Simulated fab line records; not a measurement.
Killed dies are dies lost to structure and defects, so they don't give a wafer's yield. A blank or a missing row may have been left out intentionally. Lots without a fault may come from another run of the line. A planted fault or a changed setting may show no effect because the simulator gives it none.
8D (eight disciplines) problem report, filled in by code ; flow sfq-line ; the parts of the form that need people (team, actions taken, sign-off) are left out

1. PROBLEM STATEMENT
M1_NB_RS at SFQ_M1_RS_MEAS_909 reads a mean of 1.121 ohm/sq on 2 wafers of 1 lot; wafers without a fault read 0.891 ohm/sq with a standard deviation of 0.0098. Measured from the usual mean, that is +23 standard deviations.
The step: measures by four-point-probe.
The first sign was on wafer L968.3 at day 12 20:16, on film-metro-01. The record has a number at this step for 39 wafers belonging to 13 lots. Rule for "out", or "out of limits": more than 4 standard deviations from the usual mean. The other wafers with a number count as sound.

2. WHAT THIS IS AND IS NOT
question;is;is not
which readings at this step;M1_NB_RS;-
which lots;L968;L960, L961, L965, L969, L973, L976, L977, L979, L980, L981, L982, L983
which wafers of those lots;L968.3, L968.6;L968.2
read on which gauges;film-metro-01;film-metro-02, film-metro-03
when;from day 12 20:16;"up to then (10 sound wafers); but 27 sound wafers of L969, L973, L976, L977, L979, L980, L981, L982, L983 came after"

3. WHAT RULES OUT EACH SUSPECT
Counting: a tool at a process step up to the reading stays a suspect if it ran every lot that is out. Sound lots after the first of them don't rule it out here, since some wafers of a struck lot are sound.
- the gauge at SFQ_M1_RS_MEAS_909 has been ruled out. All the wafers that are out were read on film-metro-01, but those of them that SFQ_TRILAYER_M1_ETCH_METAL_ETCH_042 has rows for are out there too, on other tools.
- rie-metal-01 at SFQ_TRILAYER_L0_STRIP_STRIP_009 (strips in O2): kept. It ran the lot that is out, L968 (day 4 10:07); its last sound lot up to then is L960 (day 2 13:57).
- pvd-sputter-03 at SFQ_TRILAYER_M1_DEP_SPUTTER_037 (material Nb, target thk 200 nm, time 133.3 s): kept. It ran the lot that is out, L968 (day 12 20:09); its last sound lot up to then is L965 (day 12 06:56).
Remaining after the count are rie-metal-01 at SFQ_TRILAYER_L0_STRIP_STRIP_009 and pvd-sputter-03 at SFQ_TRILAYER_M1_DEP_SPUTTER_037.

4. THE CAUSE (what the simulator had put in)
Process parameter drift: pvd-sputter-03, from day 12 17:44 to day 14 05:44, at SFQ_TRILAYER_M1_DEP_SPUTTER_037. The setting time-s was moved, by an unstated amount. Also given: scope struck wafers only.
Counting left 2 suspects, and this tool is among them.

5. THE CHAIN OF EFFECTS, in route order
Each row: a reading whose mean over the struck wafers that have a number lies more than 3 standard deviations from the usual. Only readings whose record carries a usual standard deviation are examined. hours: median over the lots of the time between each lot's start at the first step of this table that gives one and its start at this step. sigmas: the change, counted in usual standard deviations.
hours;step;reading;usual;on struck wafers;change;sigmas
0;SFQ_M1_RS_MEAS_909;M1_NB_RS;0.891 ohm/sq;1.121;+0.230;+23
116;SFQ_TRILAYER_M1_ETCH_METAL_ETCH_042;oes-product-au;0.894 a.u.;0.788;-0.106;-16
Process steps it contains:
- SFQ_TRILAYER_M1_ETCH_METAL_ETCH_042: etches Nb in Cl2/Ar, stops on SiO2, target depth 240 nm, time 120 s.

6. WHAT WOULD HAVE CAUGHT IT SOONER
In this record the first reading out of limits at a measuring or inspecting step was taken at day 12 20:16, 3 hours after the fault began at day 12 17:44.
Of the tool readings at SFQ_TRILAYER_M1_DEP_SPUTTER_037 for which the record gives a usual standard deviation, none was out on any struck wafer, so an alarm limit of 4 standard deviations on them would not have fired.
All the lots that are out (1) had begun SFQ_TRILAYER_M1_DEP_SPUTTER_037 on pvd-sputter-03 by day 12 20:16. A hold on the tool at that time would have spared none of them.
